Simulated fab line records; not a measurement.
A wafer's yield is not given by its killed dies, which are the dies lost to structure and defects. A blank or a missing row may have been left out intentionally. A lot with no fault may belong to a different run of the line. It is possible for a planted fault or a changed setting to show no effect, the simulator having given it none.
A struck lot beside a sound one + flow gf180mcu + 14 out of 602 route steps
Sound: the wafers L305.2, L305.3, L305.4. The struck wafers were L318.1, L318.4, L318.5. The cause is named last.
At each step with rows: each side's tool, then ch and its chambers, then its first start. Under that, the readings that differ: sound wafers + struck wafers + difference of the means + sigmas: that difference in standard deviations of wafers without a fault.
alike: same words and numbers on both sides, and readings whose means sit less than 2 such deviations apart. not compared: any withheld reading, any reading some wafer has no value for, any bound like >300 that may hide the same value, and any number with overlapping values for which the record gives no deviation.
A row with sigmas, a row that says differs or no value, or rows on one side alone: a step with any of these is where the two part. Numbers that have no deviation but don't overlap get no sigmas and don't part them. A reading that every wafer of one side lacks parts them only if that side has two wafers or more.

first, 4 steps without rows for these wafers: GF_V3_SOFTBAKE_10 (time 60 s); GF_V3_EXPOSE_11 (exposes mask Via3, target cd 260 nm); GF_V3_PEB_12 (peb time 90 s); GF_V3_DEVELOP_13 (develop time 60 s).
GF_V3_CD_MEAS_14 targets a cd of 260 nm.
  sound: cd_sem-01 at day 23 20:46; struck: cd_sem-01 at day 28 01:15
  alike: cd_nm
GF_V3_OVL_MEAS_15:
  sound: overlay-01 at day 23 20:53; struck: overlay-01 at day 28 01:22
  alike: V3_OVL
GF_V3_ETCH_16: etches BARC in N2/H2.
  sound on rie_diel-02 ch 1,2,3, day 23 20:55; struck on rie_diel-03 ch 0,3, day 28 01:25
  alike: drypump_motor_current_A, oes_product_au, throttle_valve_pct
GF_V3_ETCH_17: etches SiO2 in C4F8/O2/Ar, stops on TiN, target depth 635 nm.
  sound on rie_diel-02 ch 1,2,3; struck on rie_diel-03 ch 0,3
  alike: oes_product_au
GF_V3_STRIP_18: strips in O2/N2.
  sound on plasma_asher-03 ch 0,1, day 23 21:02; struck on plasma_asher-02 ch 0,1, day 28 01:32
  alike: drypump_motor_current_A, heater_power_w, oes_product_au
  not compared: rf_hours_counter_h
then, 2 steps without rows for these wafers: GF_V3_STRIP_19 (strips in post etch residue remover, time 1200 s); GF_V3_CLEAN_20 (cleans in DIW).
GF_V3_SPUTTER_21: material Ti, target thk 15 nm, time 80.02 s.
  sound: pvd_sputter-01 at day 23 21:36; struck: pvd_sputter-02 at day 28 02:06
  alike: cathode_dc_power_W, chamber_pressure_pa, throttle_valve_pct
GF_V3_SPUTTER_22: material TiN, target thk 10 nm, time 40 s.
  sound: pvd_sputter-01 at day 23 21:40; struck: pvd_sputter-02 at day 28 02:10
  no value came back on the struck wafers for cathode_dc_power_W (W), chamber_pressure_pa (Pa), throttle_valve_pct (%); on the sound wafers cathode_dc_power_W (W) reads 3999.4 4000.3 3999.2
GF_V3_CVD_23: deposits W, target thk 350 nm, time 104.9 s.
  sound on cvd_w-01 ch 0,1, day 23 21:42; struck on cvd_w-01 ch 0,1, day 28 02:12
  alike: heater_power_w

## WHERE THEY PART
At GF_V3_SPUTTER_22 and nowhere else, as far as this record goes. Later steps at which nothing parts them and some readings are alike: GF_V3_CVD_23.

WHY: the cause the simulator had injected
Whole step skipped at GF_V3_SPUTTER_22 on pvd_sputter-02, starting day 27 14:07. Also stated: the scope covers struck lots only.
